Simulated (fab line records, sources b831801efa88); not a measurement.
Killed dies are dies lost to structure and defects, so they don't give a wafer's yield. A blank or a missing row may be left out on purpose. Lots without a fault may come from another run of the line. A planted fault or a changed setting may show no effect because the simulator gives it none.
Which tool did it? | flow sky130 | 12 lots, 36 wafers sampled, at 3 steps of a route of 708

WHAT THE GAUGES READ, wafer by wafer
SKY_VT_ADJUST_HVTP_TW_MEAS_11. Usual: VT_ADJUST_HVTP_TW 1361, standard deviation 13.
lot  | measured     | on            | VT_ADJUST_HVTP_TW | flag
L318 | day 6 03:17  | film_metro-02 | 1349 1347 1347    |
L321 | day 6 20:11  | film_metro-03 | 1376 1378 1376    |
L322 | day 7 04:27  | film_metro-02 | 1343 1349 1345    |
L323 | day 7 07:36  | film_metro-02 | 1355 1349 1364    |
L324 | day 7 13:55  | film_metro-04 | 1368 1374 1370    |
L328 | day 8 16:11  | film_metro-02 | 1357 1346 1343    |
L331 | day 9 17:01  | film_metro-03 | 1373 1373 1378    |
L334 | day 10 06:47 | film_metro-03 | 1380 1379 1382    |
L335 | day 10 13:59 | film_metro-04 | 1352 1343 1357    |
L338 | day 11 11:17 | film_metro-02 | 1349 1346 1352    |
L339 | day 11 20:46 | film_metro-04 | 1347 1347 1352    |
L341 | day 12 13:49 | film_metro-03 | 1376 1379 1375    |

WHICH TOOL RAN EACH LOT (tool, then ch and the chambers of the sampled wafers, then the start)
lot  | SKY_FIELD_ISO_ETCH_14             | SKY_VT_ADJUST_HVTP_STRIP_10
L318 | rie_diel-01 ch 2,3, day 2 05:16   | plasma_asher-01 ch 0,1, day 6 03:11
L321 | rie_diel-03 ch 0,3, day 2 20:58   | plasma_asher-01 ch 0,1, day 6 20:05
L322 | rie_diel-03 ch 1,2,3, day 3 02:54 | plasma_asher-04 ch 0,1, day 7 04:20
L323 | rie_diel-01 ch 1,2, day 3 06:43   | plasma_asher-03 ch 0,1, day 7 07:29
L324 | rie_diel-03 ch 0,1,2, day 3 11:52 | plasma_asher-01 ch 0,1, day 7 13:49
L328 | rie_diel-03 ch 2,3, day 4 08:00   | plasma_asher-04 ch 0,1, day 8 16:05
L331 | rie_diel-03 ch 0,1, day 4 23:28   | plasma_asher-04 ch 0,1, day 9 16:55
L334 | rie_diel-03 ch 0,2,3, day 5 15:21 | plasma_asher-04 ch 0,1, day 10 06:41
L335 | rie_diel-03 ch 1,3, day 5 20:37   | plasma_asher-01 ch 0,1, day 10 13:53
L338 | rie_diel-01 ch 1,2,3, day 6 16:03 | plasma_asher-01 ch 0,1, day 11 11:11
L339 | rie_diel-01 ch 0,3, day 7 00:19   | plasma_asher-01 ch 0,1, day 11 20:40
L341 | rie_diel-01 ch 0,1,3, day 7 06:28 | plasma_asher-03 ch 0,1, day 12 13:43
- SKY_FIELD_ISO_ETCH_14: etches BARC in N2/H2, stops on SiO2, time 45.9 s, target depth 60 nm.
- SKY_VT_ADJUST_HVTP_STRIP_10: strips in O2/N2.

WHAT THE TOOLS THEMSELVES READ (means of the sampled wafers that have a number; where no wafer has one, the mark that the record gives instead)
SKY_FIELD_ISO_ETCH_14. Usual: drypump_motor_current_A 5.7 A, standard deviation 0.54; oes_product_au 0.856 a.u., standard deviation 0.0049; run_length_s 74.3 s, standard deviation 0.38; throttle_valve_pct 13.225 %, standard deviation 0.0095.
lot  | tool        | drypump_motor_current_A (A) | oes_product_au (a.u.) | run_length_s (s) | throttle_valve_pct (%) | flag
L318 | rie_diel-01 | 5.4                         | 0.857                 | 74.3             | 13.228                 |
L321 | rie_diel-03 | 5.2                         | 0.856                 | 74.4             | 13.231                 |
L322 | rie_diel-03 | 5.4                         | 0.856                 | 74.5             | 13.214                 |
L323 | rie_diel-01 | 5.9                         | 0.859                 | 74.2             | 13.234                 |
L324 | rie_diel-03 | 5.9                         | 0.857                 | 74.1             | 13.231                 |
L328 | rie_diel-03 | 5.1                         | 0.862                 | 74.5             | 13.234                 |
L331 | rie_diel-03 | 6.0                         | 0.857                 | 74.2             | 13.221                 |
L334 | rie_diel-03 | 5.6                         | 0.917                 | 71.0             | 13.224                 | OFF
L335 | rie_diel-03 | 5.5                         | 0.919                 | 71.0             | 13.224                 | OFF
L338 | rie_diel-01 | 5.7                         | 0.857                 | 74.3             | 13.226                 |
L339 | rie_diel-01 | 5.5                         | 0.851                 | 74.5             | 13.217                 |
L341 | rie_diel-01 | 5.7                         | 0.851                 | 74.2             | 13.219                 |

SKY_VT_ADJUST_HVTP_STRIP_10. Usual: drypump_motor_current_A 5.5 A, standard deviation 0.48; oes_product_au 0.715 a.u., standard deviation 0.0042; strip_time_to_endpoint_s 14.18 s, standard deviation 0.049.
lot  | tool            | drypump_motor_current_A (A) | oes_product_au (a.u.) | strip_time_to_endpoint_s (s) | flag
L318 | plasma_asher-01 | 5.2                         | 0.714                 | 14.27                        |
L321 | plasma_asher-01 | 5.3                         | 0.714                 | 14.17                        |
L322 | plasma_asher-04 | 5.2                         | 0.718                 | 14.16                        |
L323 | plasma_asher-03 | 6.1                         | 0.715                 | 14.14                        |
L324 | plasma_asher-01 | 5.3                         | 0.711                 | 14.17                        |
L328 | plasma_asher-04 | 5.2                         | 0.719                 | 14.22                        |
L331 | plasma_asher-04 | 5.2                         | 0.710                 | 14.17                        |
L334 | plasma_asher-04 | 5.2                         | 0.718                 | 14.18                        |
L335 | plasma_asher-01 | 5.3                         | 0.710                 | 14.28                        |
L338 | plasma_asher-01 | 5.3                         | 0.715                 | 14.21                        |
L339 | plasma_asher-01 | 5.3                         | 0.717                 | 14.19                        |
L341 | plasma_asher-03 | 6.1                         | 0.714                 | 14.10                        |

THE ANSWER, worked out from the rows above alone
Rule: a lot is off if the mean of its wafers that have a number lies more than 3 standard deviations from the usual mean. A lot without any number at a reading at which 4 lots or more have one is off too. The other lots that the step has rows for count as sound. The gauges are gone through in route order, then the tools' own readings, and for those a lot's mean is taken as printed above. The first step at which some lot is off is used, and at that step the reading that is off furthest; a lot without a number counts as furthest.
Off: L334, L335, at SKY_FIELD_ISO_ETCH_14 (oes_product_au).
A tool fits if, at that step or a process step before it, it ran every lot that is off, and no sound lot after the first of them. One fits: rie_diel-03 at SKY_FIELD_ISO_ETCH_14. Its last sound lot is L331 (day 4 23:28), its first lot that is off L334 (day 5 15:21): a fault that began between those two fits.
The tool's own readings at SKY_FIELD_ISO_ETCH_14 bear it out: on the lots that are off they differ by more than 5 times the standard deviation of the sound lots' means. oes_product_au reads 0.918 a.u. there against 0.856 a.u. on the sound lots; run_length_s reads 71.0 s there against 74.3 s on the sound lots.

WHAT THE SIMULATOR HAD PUT IN
Process parameter drift: rie_diel-03, from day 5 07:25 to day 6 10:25, at SKY_FIELD_ISO_ETCH_14. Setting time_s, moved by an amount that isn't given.
Lots struck among those shown: L334, L335. The rule above found the same.
